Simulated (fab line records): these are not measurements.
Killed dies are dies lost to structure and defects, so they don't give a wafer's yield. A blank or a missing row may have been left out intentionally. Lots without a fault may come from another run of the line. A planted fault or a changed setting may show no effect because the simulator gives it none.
A struck lot beside a sound one | flow sky130 | 15 out of 708 route steps
Sound: wafers L201.1, L201.2, L201.6. Struck: wafers L209.1, L209.2, L209.4. At the end, the cause is stated.
At each step with rows: each side's tool, then ch and its chambers, then its first start. Under that, the readings that differ: sound wafers | struck wafers | difference of the means | sigmas: that difference in standard deviations of wafers without a fault.
alike: a reading whose means differ by less than 2 such deviations, as well as words and numbers matching on both sides. not compared: withheld readings; readings where some wafer has no value; bounds like >300 that might hide an equal value; numbers whose values overlap and for which the record gives no deviation.
The two part at a step that has a row with sigmas, a row that says differs or no value, or rows on one side only. When numbers do not overlap yet have no deviation, they are printed without sigmas and do not part them. Lack of a reading on every wafer of one side parts them only where that side has two or more wafers.

SKY_METAL4_ETCH_16: etches BARC in N2/H2, stops on SiO2, time 88.2 s, target depth 60 nm.
  sound on rie metal-02 ch 0,1, day 43 01:08; struck on rie metal-04 ch 0,1, day 45 04:59
  alike: drypump motor current A, he backside leak sccm, oes product au, throttle valve pct
  not compared: rf hours counter h
SKY_METAL4_ETCH_17: etches SiO2 in C4F8/O2/Ar, stops on TiN, time 3.9 s, target depth 15 nm.
  sound on rie diel-03 ch 1,2, day 43 01:13; struck on rie diel-03 ch 0,2,3, day 45 05:04
  alike: oes product au
  not compared: rf hours counter h
SKY_METAL4_METAL_ETCH_18: etches the open film in Cl2/BCl3, stops on SiO2, target depth 845 nm, time 183.1 s.
  sound on rie metal-03 ch 0,1, day 43 01:14; struck on rie metal-03 ch 0,1, day 45 05:05
  alike: drypump motor current A, he backside leak sccm, oes product au, throttle valve pct
  not compared: rf hours counter h
SKY_METAL4_STRIP_19: strips in O2/N2.
  sound on plasma asher-03 ch 0,1, day 43 01:25; struck on plasma asher-01 ch 0,1, day 45 05:16
  alike: drypump motor current A, oes product au, strip time to endpoint s
  not compared: rf hours counter h
then, 4 steps without rows for these wafers: SKY_METAL4_STRIP_20 (strips in post etch residue remover, time 1200 s); SKY_METAL4_CLEAN_21 (cleans in IPA, time 180 s); SKY_METAL4_CLEAN_22 (cleans in O3/DIW); SKY_VIA4_HDPCVD_00 (deposits SiO2, target thk 1750 nm, time 291.7 s).
SKY_VIA4_THK_MEAS_01:
  sound: film metro-04 at day 43 02:12; struck: film metro-02 at day 45 06:02
  alike: VIA4_HDPCVD_THK
SKY_VIA4_CMP_02: polishes SiO2.
  sound on cmp-01 ch 1,2,3, day 43 02:19; struck on cmp-02 ch 1,2,3, day 45 06:06
  alike: motor current A
SKY_VIA4_BOW_MEAS_03:
  sound: film metro-03 at day 43 02:34; struck: film metro-03 at day 45 06:24
  alike: VIA4_BOW
then, 1 step without rows for these wafers: SKY_VIA4_DEHYDRATE_04 (time 60 s).
SKY_VIA4_HMDS_05: prime time 60 s.
  sound on litho track-01 ch 0, day 43 13:23; struck on litho track-01 ch 0, day 45 16:47
  reading          | sound                | struck               | difference | sigmas
  prime temp c (C) | 119.97 119.93 119.77 | 120.98 120.81 120.69 | +0.94      | +7
then, 1 step without rows for these wafers: SKY_VIA4_COAT_06 (resist thk 1140 nm).
-- the record jumps here: 3 days lie between the struck wafers' starts before and after (it left off in module VIA4 and takes up again in module PAD_OPEN, whose first step shown is number 708 of the route) --
SKY_PAD_OPEN_PROBE_99:
  sound: prober-02 at day 46 21:42; struck: prober-02 at day 48 19:05
  reading            | sound    | struck   | difference | sigmas
  killed_at_M0_to_M3 | 39 38 33 | 49 47 56 | +14        | +2
  alike: defect limited yield, killed_at_M4_up, killed at contacts, killed at front end, killed at other, killed dies, killed on rim, killed open, killed short, sort_bin_3_pad_short, sort_bin_5_function, sort_bin_6_memory, sort n pass, sort yield pct

WHERE THEY PART
At SKY_VIA4_HMDS_05 first; at SKY_PAD_OPEN_PROBE_99 last (within this record only).

WHY: the cause the simulator had injected
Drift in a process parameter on litho track-01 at SKY_VIA4_HMDS_05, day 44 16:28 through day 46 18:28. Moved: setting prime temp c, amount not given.
